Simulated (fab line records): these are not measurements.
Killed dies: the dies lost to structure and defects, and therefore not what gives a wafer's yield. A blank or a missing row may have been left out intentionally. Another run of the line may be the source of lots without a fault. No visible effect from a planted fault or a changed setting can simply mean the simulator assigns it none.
fab line records	flow sky130
record: lots: 6	wafers: 18	last_day: 50
route steps=708 shown VIA1@470 PAD_OPEN@708
lots that met no fault: from a run of the same line without faults
start_h: the number of hours between the record's first day and the start of the first shown wafer of the lot	wait_h: time in hours since the lot's previous step	" the same as in the row above	L1.1+2: a row that stands for several wafers	- value missing, or start not given	* or withheld: withheld	< > ~ a bound
route shown NAME@n: names a module that has steps shown in the file, with the first one's number in the route	usual: the fault-free wafers' mean and standard deviation	same: alike in all rows	chamber/n: place in a boat	sites: per-site readings	_std_site: standard deviation across them	_edge_site: mean of outer sites minus mean of inner sites	radius_mm: for every site, how far away it sits from the centre of the wafer	mask NAME#n: copy n	behind: tool/chamber where the wafer was last shaped	hold: the reason the lot was held/the length of the hold in hours/how it ended	device: the transistor (n, p or np) that didn't switch	end of line: tests of these same wafers at the route's end	a step given without rows: its recipe and nothing more	killed: count of dies lost to structure and defects at first sort (not the wafer's yield)	map: per-die view of a wafer (x killed, . not killed, _ where there is no die)
set.NAME: the setting that was run; set.NAME@STEP: the one run at that earlier step	model.NAME: the simulator's own value behind a step, which no gauge read
lots seen at some steps along the route; tables by step, rows by wafer
services: a tool's chamber out of use, with start hour (start_h, from the record's first day; less than 0 if before it), hours out, and reason
== steps ==
step: SKY_VIA1_CD_MEAS_12
recipe: target_cd_nm: 150
usual: cd_nm: 150.6/1.5
lot.wafer	tool	chamber	start_h	wait_h	cd_nm
L493.2	cd_sem-01	-	849.73	-	151.1
L493.3	"	-	"	"	151.7
L493.5	"	-	"	"	149.5
L501.2	cd_sem-02	-	896.23	-	150.4
L501.5	"	-	"	"	151.2
L501.6	"	-	"	"	150.1
L503.1	cd_sem-01	-	916.86	-	151.5
L503.3	"	-	"	"	150.1
L503.5	"	-	"	"	149.8
L507.2	cd_sem-01	-	935.01	-	154.0
L507.3	"	-	"	"	151.4
L507.6	"	-	"	"	152.5
L508.2	cd_sem-01	-	950.53	-	146.2
L508.3	"	-	"	"	146.5
L508.5	"	-	"	"	147.6
L510.2	cd_sem-01	-	959.03	-	152.7
L510.4	"	-	"	"	151.4
L510.5	"	-	"	"	150.4
step: SKY_VIA1_OVL_MEAS_13
usual: VIA1_OVL: 0/6.5
lot.wafer	tool	chamber	start_h	wait_h	VIA1_OVL[nm]
L493.2	overlay-02	-	849.84	0.1	-8
L493.3	"	-	"	"	4
L493.5	"	-	"	"	-8
L501.2	overlay-02	-	896.34	0.1	6
L501.5	"	-	"	"	15
L501.6	"	-	"	"	5
L503.1	overlay-02	-	916.98	0.1	0
L503.3	"	-	"	"	4
L503.5	"	-	"	"	3
L507.2	overlay-01	-	935.12	0.1	1
L507.3	"	-	"	"	0
L507.6	"	-	"	"	0
L508.2	overlay-01	-	950.63	0.1	-7
L508.3	"	-	"	"	-18
L508.5	"	-	"	"	-12
L510.2	overlay-02	-	959.14	0.1	-1
L510.4	"	-	"	"	2
L510.5	"	-	"	"	-1
step: SKY_VIA1_ETCH_14
recipe: chemistry: N2/H2	target: BARC	ion_energy_ev: 200	source_w: 500	bias_w: 100	pressure_mtorr: 30	n2_flow_sccm: 100	h2_flow_sccm: 200	stop_on: SiO2	time_s: 45.9	target_depth_a: 600
usual: drypump_motor_current_A: 5.8/0.47	n2_flow_sccm: 100.0/0.32	oes_product_au: 0.854/0.0046	throttle_valve_pct: 13.225/0.0086
lot.wafer	tool	chamber	start_h	wait_h	drypump_motor_current_A	n2_flow_sccm	oes_product_au	rf_hours_counter_h	throttle_valve_pct
L493.2	rie_diel-03	3	849.87	0.0	5.9	99.9	0.855	2	13.223
L493.3	"	1	"	"	5.6	99.8	0.856	7	13.233
L493.5	"	3	"	"	5.9	99.3	0.855	-	13.214
L501.2	rie_diel-04	0	896.37	0.0	6.2	99.8	0.856	1	13.232
L501.5	"	1	"	"	6.1	100.0	0.849	-	13.222
L501.6	"	2	"	"	5.6	100.6	0.850	-	13.230
L503.1	rie_diel-04	3	917.01	0.0	4.7	100.2	0.854	4	13.224
L503.3	"	0	"	"	6.2	100.0	0.855	2	13.230
L503.5	"	3	"	"	4.7	99.7	0.864	-	13.210
L507.2	rie_diel-02	1	935.15	0.0	5.6	100.2	0.855	15	13.224
L507.3	"	2	"	"	5.5	99.6	0.851	12	13.213
L507.6	"	3	"	"	6.6	99.4	0.856	-	13.220
L508.2	rie_diel-03	3	950.66	0.0	5.9	100.0	0.853	5	13.209
L508.3	"	2	"	"	6.3	100.2	0.858	11	13.232
L508.5	"	0	"	"	5.6	99.6	0.850	-	13.213
L510.2	rie_diel-02	3	959.17	0.0	6.6	100.3	0.848	7	13.235
L510.4	"	1	"	"	5.6	99.5	0.859	15	13.245
L510.5	"	2	"	"	5.5	100.2	0.856	-	13.230
step: SKY_VIA1_ETCH_15
recipe: target: SiO2	chemistry: C4F8/O2/Ar	target_depth_nm: 351	stop_on: TiN	mask_material: KrF-thick	source_w: 1500	bias_w: 1200	pressure_mtorr: 40	c4f8_flow_sccm: withheld	O2_flow_sccm: 6	Ar_flow_sccm: 300	time_s: 54
usual: oes_product_au: 0.978/0.0082
lot.wafer	tool	chamber	start_h	wait_h	oes_product_au	rf_hours_counter_h
L493.2	rie_diel-03	3	849.91	0.0	0.963	2
L493.3	"	1	"	"	0.987	7
L493.5	"	3	"	"	0.953	-
L501.2	rie_diel-04	0	896.41	0.0	0.983	1
L501.5	"	1	"	"	0.985	-
L501.6	"	2	"	"	0.980	-
L503.1	rie_diel-04	3	917.05	0.0	0.963	4
L503.3	"	0	"	"	0.978	2
L503.5	"	3	"	"	0.958	-
L507.2	rie_diel-02	1	935.19	0.0	0.978	15
L507.3	"	2	"	"	0.990	12
L507.6	"	3	"	"	0.986	-
L508.2	rie_diel-03	3	950.70	0.0	0.962	5
L508.3	"	2	"	"	0.985	11
L508.5	"	0	"	"	0.968	-
L510.2	rie_diel-02	3	959.21	0.0	0.979	7
L510.4	"	1	"	"	0.979	15
L510.5	"	2	"	"	0.986	-
step: SKY_VIA1_STRIP_16
recipe: chemistry: O2/N2	power_w: 1400	pressure_mtorr: 1500	platen_temp_c: withheld	o2_flow_sccm: 3000	n2_flow_sccm: 300	overash_fraction: 0.5
usual: drypump_motor_current_A: 6.04/0.28	n2_flow_sccm: 300.0/0.86	oes_product_au: 0.416/0.0051	strip_time_to_endpoint_s: 4.47/0.031
same: overash_fraction: 0.5
lot.wafer	tool	chamber	start_h	wait_h	drypump_motor_current_A	n2_flow_sccm	oes_product_au	rf_hours_counter_h	strip_time_to_endpoint_s
L493.2	plasma_asher-02	1	849.96	0.0	6.27	300.8	0.419	39	4.53
L493.3	"	1	"	"	6.26	299.2	0.412	-	4.43
L493.5	"	0	"	"	5.74	299.6	0.415	-	4.53
L501.2	plasma_asher-01	1	896.46	0.0	5.68	299.3	0.415	14	4.44
L501.5	"	1	"	"	5.67	298.9	0.415	-	4.45
L501.6	"	0	"	"	5.92	299.4	0.421	-	4.46
L503.1	plasma_asher-02	1	917.10	0.0	6.26	299.4	0.423	47	4.51
L503.3	"	0	"	"	5.74	301.0	0.413	-	4.42
L503.5	"	0	"	"	5.72	301.1	0.420	-	4.50
L507.2	plasma_asher-02	1	935.23	0.0	6.26	301.6	0.416	49	4.44
L507.3	"	0	"	"	5.71	300.4	0.402	-	4.46
L507.6	"	1	"	"	6.25	300.9	0.407	-	4.43
L508.2	plasma_asher-02	1	950.75	0.0	6.26	299.5	0.421	50	4.53
L508.3	"	1	"	"	6.24	300.7	0.411	-	4.47
L508.5	"	1	"	"	6.26	299.7	0.418	-	4.54
L510.2	plasma_asher-04	0	959.26	0.0	5.91	300.7	0.415	81	4.46
L510.4	"	1	"	"	6.46	300.9	0.416	-	4.48
L510.5	"	0	"	"	5.95	300.7	0.424	-	4.45
step: SKY_VIA1_STRIP_17
recipe: chemistry: post_etch_residue_remover	time_s: 1200	temp_c: 72.5
step: SKY_VIA1_CLEAN_18
recipe: chemistry: IPA	time_s: 180	temp_c: 25
step: SKY_VIA1_CLEAN_19
recipe: chemistry: O3/DIW	dry: n2_spin
step: SKY_VIA1_SPUTTER_20
recipe: material: TiN	target_thk_nm: 20	chamber_pressure_pa: 5	power_w: 4000	time_s: 80
usual: throttle_valve_pct: 30.1/1.2
lot.wafer	tool	chamber	start_h	wait_h	throttle_valve_pct
L493.2	pvd_sputter-04	-	850.55	0.0	30.5
L493.3	"	-	"	"	28.1
L493.5	"	-	"	"	29.6
L501.2	pvd_sputter-04	-	897.08	0.0	29.0
L501.5	"	-	"	"	30.5
L501.6	"	-	"	"	28.8
L503.1	pvd_sputter-04	-	917.73	0.0	29.9
L503.3	"	-	"	"	28.1
L503.5	"	-	"	"	29.0
L507.2	pvd_sputter-04	-	935.83	0.0	28.9
L507.3	"	-	"	"	30.3
L507.6	"	-	"	"	30.4
L508.2	pvd_sputter-04	-	951.34	0.0	28.4
L508.3	"	-	"	"	29.1
L508.5	"	-	"	"	30.5
L510.2	pvd_sputter-03	-	959.85	0.0	31.4
L510.4	"	-	"	"	31.3
L510.5	"	-	"	"	31.5
step: SKY_VIA1_CVD_21
recipe: material: W	target_thk_nm: 270	time_s: 80.902	temp_c: 400	pressure_torr: 40
usual: chamber_pressure_Torr: 40.01/0.084	heater_power_w: 808/85
lot.wafer	tool	chamber	start_h	wait_h	chamber_pressure_Torr	heater_power_w
L493.2	cvd_w-01	1	850.61	0.0	40.02	901
L493.3	"	1	"	"	40.08	886
L493.5	"	1	"	"	39.96	871
L501.2	cvd_w-01	0	897.14	0.0	40.02	716
L501.5	"	1	"	"	39.99	893
L501.6	"	0	"	"	40.11	720
L503.1	cvd_w-01	0	917.79	0.0	39.92	701
L503.3	"	0	"	"	39.91	719
L503.5	"	0	"	"	40.07	707
L507.2	cvd_w-02	1	935.89	0.0	39.99	791
L507.3	"	0	"	"	40.12	910
L507.6	"	1	"	"	40.08	802
L508.2	cvd_w-01	1	951.40	0.0	40.10	861
L508.3	"	0	"	"	39.84	717
L508.5	"	0	"	"	40.06	707
L510.2	cvd_w-02	1	959.91	0.0	39.95	812
L510.4	"	1	"	"	39.97	797
L510.5	"	1	"	"	40.05	812
step: SKY_VIA1_RS_MEAS_22
recipe: thk_meas_gauge: four-point-probe	reads: W_of_VIA1_CVD_21+TiN_of_VIA1_SPUTTER_20
usual: VIA1_W_RS: 0.424/0.0066
lot.wafer	tool	chamber	start_h	wait_h	VIA1_W_RS[ohm/sq]
L493.2	film_metro-03	-	850.72	0.1	0.419
L493.3	"	-	"	"	0.419
L493.5	"	-	"	"	0.425
L501.2	film_metro-03	-	897.25	0.1	0.416
L501.5	"	-	"	"	0.409
L501.6	"	-	"	"	0.412
L503.1	film_metro-01	-	917.98	0.2	0.417
L503.3	"	-	"	"	0.418
L503.5	"	-	"	"	0.419
L507.2	film_metro-03	-	936.00	0.1	0.428
L507.3	"	-	"	"	0.429
L507.6	"	-	"	"	0.429
L508.2	film_metro-03	-	951.52	0.1	0.418
L508.3	"	-	"	"	0.418
L508.5	"	-	"	"	0.421
L510.2	film_metro-03	-	960.02	0.1	0.430
L510.4	"	-	"	"	0.435
L510.5	"	-	"	"	0.433
step: SKY_VIA1_THK_MEAS_23
recipe: thk_meas_gauge: xrf	reads: W_of_VIA1_CVD_21
usual: VIA1_W_THK: 267/4.5
lot.wafer	tool	chamber	start_h	wait_h	VIA1_W_THK[nm]
L493.2	film_metro-03	-	850.83	0.1	271
L493.3	"	-	"	"	270
L493.5	"	-	"	"	264
L501.2	film_metro-03	-	897.36	0.1	273
L501.5	"	-	"	"	278
L501.6	"	-	"	"	276
L503.1	film_metro-01	-	918.10	0.1	271
L503.3	"	-	"	"	270
L503.5	"	-	"	"	271
L507.2	film_metro-03	-	936.11	0.1	264
L507.3	"	-	"	"	265
L507.6	"	-	"	"	264
L508.2	film_metro-03	-	951.63	0.1	272
L508.3	"	-	"	"	270
L508.5	"	-	"	"	269
L510.2	film_metro-03	-	960.13	0.1	262
L510.4	"	-	"	"	258
L510.5	"	-	"	"	259
step: SKY_VIA1_CMP_24
recipe: stop_on: SiO2	t_overpolish_s: 15	down_force_psi: 3.5	platen_rpm: 60	target_thk_nm: 0	pad_velocity_m_s: 0.94248
usual: edge_zone_pressure_frac: 0.999/0.0055	head_pressure_psi: 3.500/0.0078	motor_current_A: 10.2/0.82	overpolish_run_s: 15.001/0.0084	retaining_ring_pressure_frac: 0.999/0.0054	time_to_endpoint_s: 67/3.8
lot.wafer	tool	chamber	start_h	wait_h	edge_zone_pressure_frac	head_pressure_psi	motor_current_A	overpolish_run_s	retaining_ring_pressure_frac	time_to_endpoint_s	model.W_of_VIA1_CVD_21.thk_nm	model.SiO2_of_VIA1_HDPCVD_00.thk_nm
L493.3	cmp-02	3	850.93	0.1	0.998	3.504	10.7	14.991	1.000	66	0	340.6
L493.2	"	1	"	"	0.998	3.503	11.5	15.013	0.995	70	0	340.7
L493.5	"	3	"	"	0.989	3.507	9.5	15.001	1.004	65	0	340.7
L501.2	cmp-01	1	897.51	0.1	-	-	-	-	-	-	276.5	345.5
L501.5	"	3	"	"	-	-	-	-	-	-	280.7	344.9
L501.6	"	0	"	"	-	-	-	-	-	-	279.3	345.5
L503.1	cmp-01	2	919.49	1.4	-	-	-	-	-	-	276.3	345.1
L503.3	"	1	"	"	-	-	-	-	-	-	275.1	344.8
L503.5	"	3	"	"	-	-	-	-	-	-	275.1	346.1
L507.3	cmp-02	1	936.16	0.0	0.997	3.494	11.8	15.009	0.996	69	0	341.3
L507.2	"	3	"	"	1.001	3.500	10.1	15.006	1.005	62	0	341.5
L507.6	"	1	"	"	0.998	3.480	11.7	15.011	0.991	68	0	343.2
L508.2	cmp-01	0	951.68	0.0	1.006	3.498	9.0	15.010	0.989	64	0	340.4
L508.3	"	2	"	"	0.991	3.497	10.3	15.004	0.991	66	0	344.5
L508.5	"	0	"	"	1.006	3.493	9.1	14.991	0.997	65	0	342.5
L510.2	cmp-01	3	960.28	0.1	0.993	3.486	10.4	15.007	0.987	68	0	341.6
L510.4	"	0	"	"	1.002	3.510	9.4	14.989	1.000	63	0	342.2
L510.5	"	2	"	"	0.994	3.505	10.2	15.001	0.994	66	0	340.4
step: SKY_PAD_OPEN_PROBE_99
usual: defect_limited_yield: 82.6/1.8	killed_at_M0_to_M3: 43/6.3	killed_at_M4_up: 3.0/1.6	killed_at_contacts: 25/5	killed_at_front_end: 15/4.4	killed_at_other: 0.3/0.8	killed_dies: 85/8.7	killed_on_rim: 17/3.7	killed_open: 47/6.9	killed_short: 38/6.3	sort_bin_3_pad_short: 0.9/0.39	sort_bin_5_function: 10.3/1.3	sort_bin_6_memory: 6.2/1.1	sort_n_pass: 407/8.8	sort_yield_pct: 82.6/1.8
same: gross_dies: 492	killed_at_back_side: 0	sort_bin_4_leakage[%]: 0	sort_bin_8_speed[%]: 0
lot.wafer	tool	chamber	start_h	wait_h	hold	defect_limited_yield[%]	killed_at_M0_to_M3	killed_at_M4_up	killed_at_contacts	killed_at_front_end	killed_at_other	killed_dies	killed_on_rim	killed_open	killed_short	sort_bin_3_pad_short[%]	sort_bin_5_function[%]	sort_bin_6_memory[%]	sort_n_pass	sort_yield_pct[%]
L493.2	prober-02	-	1121.66	0.1	-	79.1	58	3	25	17	0	103	21	51	52	1.4	12.4	7.1	389	79.1
L493.3	prober-02	-	1121.71	0.2	-	81.5	49	2	32	8	0	91	15	57	34	0.6	12.0	5.9	401	81.5
L493.5	prober-02	-	1121.81	0.2	-	81.3	52	3	19	14	4	92	21	44	44	1.4	10.8	6.5	400	81.3
L501.2	prober-01	-	1157.22	0.1	await_dispo/2.8h/scrap	0	453	1	19	19	0	492	96	52	35	83.5	9.8	6.7	0	0
L501.5	prober-01	-	1157.37	0.2	await_dispo/2.8h/scrap	0	454	2	27	9	0	492	96	45	25	86.0	9.1	4.9	0	0
L501.6	prober-01	-	1157.42	0.2	await_dispo/2.8h/scrap	0	445	1	30	16	0	492	96	53	30	84.3	10.0	5.7	0	0
L503.1	prober-01	-	1171.81	0.1	await_dispo/2.7h/scrap	0	452	6	24	10	0	492	96	47	35	83.9	10.0	6.1	0	0
L503.3	prober-01	-	1171.91	0.2	await_dispo/2.7h/scrap	0	450	6	25	11	0	492	96	42	33	86.4	8.9	4.7	0	0
L503.5	prober-01	-	1172.01	0.2	await_dispo/2.7h/scrap	0	462	3	17	10	0	492	96	47	27	85.6	10.0	4.5	0	0
L510.2	prober-02	-	1196.63	0.1	-	82.3	35	5	23	24	0	87	11	49	38	1.4	10.0	6.3	405	82.3
L510.4	prober-02	-	1196.73	0.2	-	82.1	50	2	18	17	1	88	18	37	50	0.4	10.2	7.3	404	82.1
L510.5	prober-02	-	1196.78	0.2	-	87.0	36	3	13	12	0	64	15	37	27	0.6	8.3	4.1	428	87.0
L508.2	prober-01	-	1199.60	0.1	-	81.3	53	6	21	12	0	92	22	46	46	1.8	11.6	5.3	400	81.3
L508.3	prober-01	-	1199.65	0.2	-	85.8	36	2	16	16	0	70	12	36	34	0.4	8.7	5.1	422	85.8
L508.5	prober-01	-	1199.75	0.2	-	85.4	38	5	18	11	0	72	13	40	32	0.6	9.3	4.7	420	85.4
killed by level:class
L493.2 METAL2:geometric_particle:short=10 VIA3:geometric_particle:open=10 CONTACT:geometric_particle:open=9 VIA1:geometric_particle:open=9 VIA2:geometric_particle:open=7 METAL1:geometric_particle:short=6 VIA1:geometric_particle:short=5 FIELD_ISO:geometric_particle:short=4
L493.3 CONTACT:geometric_particle:open=12 VIA1:geometric_particle:open=12 LI_CONTACT:geometric_particle:open=11 VIA3:geometric_particle:open=8 METAL1:geometric_particle:short=6 VIA1:geometric_particle:short=6 CONTACT:geometric_particle:short=5 POLY_GATE:geometric_particle:open=4
L493.5 VIA1:geometric_particle:open=12 METAL2:geometric_particle:short=8 FIELD_ISO:geometric_particle:short=7 CONTACT:geometric_particle:open=7 METAL1:geometric_particle:short=7 LI_CONTACT:geometric_particle:open=6 VIA1:geometric_particle:short=5 VIA2:geometric_particle:open=5
L501.2 VIA1:area_cmp=405 VIA1:geometric_particle:open=12 METAL1:geometric_particle:short=9 VIA2:geometric_particle:open=8 CONTACT:geometric_particle:open=7 FIELD_ISO:geometric_particle:open=5 LI_CONTACT:geometric_particle:open=5 VIA3:geometric_particle:open=5
L501.5 VIA1:area_cmp=422 CONTACT:geometric_particle:open=13 LI_CONTACT:geometric_particle:open=6 VIA1:geometric_particle:open=6 CONTACT:geometric_particle:short=4 METAL1:geometric_particle:short=4 VIA2:geometric_particle:open=4 VIA3:geometric_particle:open=4
L501.6 VIA1:area_cmp=409 CONTACT:geometric_particle:open=13 VIA1:geometric_particle:open=9 FIELD_ISO:geometric_particle:open=8 LOCAL_INTERCONNECT:geometric_particle:short=6 CONTACT:geometric_particle:short=6 VIA2:geometric_particle:open=6 VIA3:geometric_particle:open=6
L503.1 VIA1:area_cmp=410 LI_CONTACT:geometric_particle:open=8 VIA1:geometric_particle:open=8 VIA2:geometric_particle:open=8 CONTACT:geometric_particle:open=7 VIA1:geometric_particle:short=7 METAL1:geometric_particle:short=6 CONTACT:geometric_particle:short=5
L503.3 VIA1:area_cmp=417 CONTACT:geometric_particle:open=10 LI_CONTACT:geometric_particle:short=6 VIA3:geometric_particle:open=6 METAL1:geometric_particle:short=6 VIA3:geometric_particle:short=5 POLY_GATE:geometric_particle:open=4 VIA2:geometric_particle:open=4
L503.5 VIA1:area_cmp=418 VIA1:geometric_particle:open=12 LI_CONTACT:geometric_particle:open=8 VIA3:geometric_particle:open=7 VIA1:geometric_particle:short=6 CONTACT:geometric_particle:open=4 VIA2:geometric_particle:open=4 POLY_GATE:geometric_particle:open=3
L510.2 CONTACT:geometric_particle:open=10 FIELD_ISO:geometric_particle:short=9 VIA1:geometric_particle:open=8 FIELD_ISO:geometric_particle:open=6 VIA3:geometric_particle:open=6 POLY_GATE:geometric_particle:open=4 LI_CONTACT:geometric_particle:open=4 METAL1:geometric_particle:short=4
L510.4 METAL2:geometric_particle:short=12 VIA3:geometric_particle:open=10 FIELD_ISO:geometric_particle:short=9 VIA2:geometric_particle:open=7 CONTACT:geometric_particle:open=7 VIA1:geometric_particle:open=7 METAL1:geometric_particle:short=5 LOCAL_INTERCONNECT:geometric_particle:short=4
L510.5 VIA1:geometric_particle:open=11 CONTACT:geometric_particle:open=7 VIA3:geometric_particle:open=6 FIELD_ISO:geometric_particle:open=5 LI_CONTACT:geometric_particle:short=4 METAL2:geometric_particle:short=4 VIA1:geometric_particle:short=4 VIA2:geometric_particle:open=3
L508.2 VIA1:geometric_particle:open=14 VIA3:geometric_particle:short=7 CONTACT:geometric_particle:open=7 METAL3:geometric_particle:short=6 VIA2:geometric_particle:open=6 FIELD_ISO:geometric_particle:short=5 METAL2:geometric_particle:short=5 VIA3:geometric_particle:open=5
L508.3 VIA1:geometric_particle:open=9 CONTACT:geometric_particle:open=6 POLY_GATE:geometric_particle:open=5 CONTACT:geometric_particle:short=5 VIA2:geometric_particle:short=5 VIA3:geometric_particle:open=5 POLY_GATE:geometric_particle:short=4 METAL1:geometric_particle:short=4
L508.5 VIA1:geometric_particle:open=13 CONTACT:geometric_particle:short=7 VIA3:geometric_particle:open=6 CONTACT:geometric_particle:open=5 METAL2:geometric_particle:short=5 LI_CONTACT:geometric_particle:open=3 VIA1:geometric_particle:short=3 VIA2:geometric_particle:short=3
map L501.2 (x killed, . not)
__________xxxxxxxxxx_________
________xxxxxxxxxxxxxx_______
______xxxxxxxxxxxxxxxxxx_____
_____xxxxxxxxxxxxxxxxxxxx____
____xxxxxxxxxxxxxxxxxxxxxx___
___xxxxxxxxxxxxxxxxxxxxxxxx__
__xxxxxxxxxxxxxxxxxxxxxxxxxx_
_xxxxxxxxxxxxxxxxxxxxxxxxxxxx
_xxxxxxxxxxxxxxxxxxxxxxxxxxxx
_xxxxxxxxxxxxxxxxxxxxxxxxxxxx
_xxxxxxxxxxxxxxxxxxxxxxxxxxxx
_xxxxxxxxxxxxxxxxxxxxxxxxxxxx
_xxxxxxxxxxxxxxxxxxxxxxxxxxxx
_xxxxxxxxxxxxxxxxxxxxxxxxxxxx
_xxxxxxxxxxxxxxxxxxxxxxxxxxxx
__xxxxxxxxxxxxxxxxxxxxxxxxxx_
___xxxxxxxxxxxxxxxxxxxxxxxx__
____xxxxxxxxxxxxxxxxxxxxxx___
_____xxxxxxxxxxxxxxxxxxxx____
______xxxxxxxxxxxxxxxxxx_____
________xxxxxxxxxxxxxx_______
__________xxxxxxxxxx_________
map L503.1 (x killed, . not)
__________xxxxxxxxxx_________
________xxxxxxxxxxxxxx_______
______xxxxxxxxxxxxxxxxxx_____
_____xxxxxxxxxxxxxxxxxxxx____
____xxxxxxxxxxxxxxxxxxxxxx___
___xxxxxxxxxxxxxxxxxxxxxxxx__
__xxxxxxxxxxxxxxxxxxxxxxxxxx_
_xxxxxxxxxxxxxxxxxxxxxxxxxxxx
_xxxxxxxxxxxxxxxxxxxxxxxxxxxx
_xxxxxxxxxxxxxxxxxxxxxxxxxxxx
_xxxxxxxxxxxxxxxxxxxxxxxxxxxx
_xxxxxxxxxxxxxxxxxxxxxxxxxxxx
_xxxxxxxxxxxxxxxxxxxxxxxxxxxx
_xxxxxxxxxxxxxxxxxxxxxxxxxxxx
_xxxxxxxxxxxxxxxxxxxxxxxxxxxx
__xxxxxxxxxxxxxxxxxxxxxxxxxx_
___xxxxxxxxxxxxxxxxxxxxxxxx__
____xxxxxxxxxxxxxxxxxxxxxx___
_____xxxxxxxxxxxxxxxxxxxx____
______xxxxxxxxxxxxxxxxxx_____
________xxxxxxxxxxxxxx_______
__________xxxxxxxxxx_________
== services ==
tool	chamber	start_h	hours	kind
cmp-02	-	827.00	2.4	repair
pvd_sputter-04	-	845.37	2.5	repair
pvd_sputter-03	-	849.39	10.7	repair
cmp-02	-	853.19	2.0	repair
rie_diel-03	2	856.12	7.4	repair
pvd_sputter-04	-	860.42	5.1	repair
rie_diel-02	-	876.56	2.8	pm
rie_diel-02	-	881.02	0.5	repair
rie_diel-03	1	883.77	5.0	repair
plasma_asher-01	-	893.59	2.8	pm
cvd_w-01	1	899.43	21.8	repair
plasma_asher-01	-	900.58	6.9	repair
cvd_w-02	-	904.00	14.0	pm
cmp-01	-	912.79	4.0	pm
cmp-02	-	913.47	5.6	repair
cvd_w-02	-	918.00	2.8	pm
rie_diel-03	1	919.90	9.4	repair
cmp-01	-	928.88	8.1	pm
rie_diel-03	-	935.86	2.8	pm
rie_diel-02	0	944.45	8.4	repair
cvd_w-02	0	945.88	14.0	repair
cmp-02	-	951.15	3.5	pm
cmp-02	-	957.42	3.9	repair
rie_diel-03	0	957.57	21.5	repair
== key ==
first_sign: step: SKY_VIA1_CMP_24	reading: tool_record	direction: missing
effect: step: SKY_PAD_OPEN_PROBE_99	reading: sort_bin_3_pad_short	direction: up	sigmas: 99+	usual: 0.9	struck: 85.0
model_effect: step: SKY_VIA1_CMP_24	value: W_of_VIA1_CVD_21.thk_nm	without: 0	struck: 277.2
more_kills_born_at: SKY_VIA1_CMP_24@cmp-01: 2466
met_at SKY_VIA1_CMP_24
struck_wafers L501.2,L501.5,L501.6,L503.1,L503.3,L503.5
later_rows_left_out L501.2,L501.5,L501.6,L503.1,L503.3,L503.5
fault: kind: skipped_step_whole	tool: cmp-01	chamber: -	onset_h: 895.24	steps: SKY_VIA1_CMP_24	scope: struck_lots_only
later_rows_left_out: the simulator's readings of these wafers behind a module that went badly wrong aren't trusted and aren't shown, but for the sort
